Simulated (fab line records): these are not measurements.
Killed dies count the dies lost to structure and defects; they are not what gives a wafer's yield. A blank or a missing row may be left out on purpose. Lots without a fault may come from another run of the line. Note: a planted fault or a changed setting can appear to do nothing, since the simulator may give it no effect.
The tool behind it: which one?	flow gf180mcu	6 lots, 18 wafers sampled, at 2 steps of a route of 602

WHAT THE GAUGES READ, wafer by wafer
GF_VT_IMPLANT_RS_MEAS_48: uses a four-point probe to measure.
lot	measured	on	LVPWELL_RS (ohm/sq)
L439	day 8 04:11	film metro-04	1199.8 1198.4 1202.0
L441	day 8 16:58	film metro-04	1205.0 1202.7 1200.6
L443	day 9 14:01	film metro-04	1196.0 1195.4 1191.4
L445	day 9 17:43	film metro-03	1195.2 1197.4 1196.4
L447	day 10 03:13	film metro-03	1197.6 1200.9 1197.3
L457	day 12 22:11	film metro-01	1227.9 1196.3 1226.4

TOOL THAT RAN EACH LOT (tool first, then ch and the chambers of the sampled wafers, then the start)
lot	GF_LVPWELL_IMPLANT_09
L439	implanter-04 ch 0, day 4 08:44
L441	implanter-04 ch 0, day 4 19:37
L443	implanter-01 ch 0, day 5 11:23
L445	implanter-01 ch 0, day 5 14:28
L447	implanter-04 ch 0, day 5 22:23
L457	implanter-04 ch 0, day 8 08:52
- GF_LVPWELL_IMPLANT_09

THE ANSWER, worked out from the rows above alone
Rule: what is usual is taken from the lots themselves. The widest of any qualifying gaps counts: lots, ordered by their means at a reading, are off when they make up no more than a third of the lots, leave a main group of 4 or more, and stand apart from it by 3 or more times the standard deviation of that group's means. A main group whose means are all the same, to the digits that the tables above print for the reading, isn't used. Also off: a lot with no number at a reading for which 4 or more lots have one. Any other lot the step has rows for is counted as sound.
Off: at GF_VT_IMPLANT_RS_MEAS_48 (LVPWELL_RS), L457. The main group has a mean of 1198.4 ohm/sq with a standard deviation of 2.9.
If a tool, at a process step before that reading, ran all the lots that are off and no sound lot after the first of them, it fits. The gauges at GF_VT_IMPLANT_RS_MEAS_48 are tried like those tools. Undecided on this evidence; 2 tools fit (implanter-04 at GF_LVPWELL_IMPLANT_09, film metro-01 at GF_VT_IMPLANT_RS_MEAS_48).

WHAT THE SIMULATOR HAD PUT IN
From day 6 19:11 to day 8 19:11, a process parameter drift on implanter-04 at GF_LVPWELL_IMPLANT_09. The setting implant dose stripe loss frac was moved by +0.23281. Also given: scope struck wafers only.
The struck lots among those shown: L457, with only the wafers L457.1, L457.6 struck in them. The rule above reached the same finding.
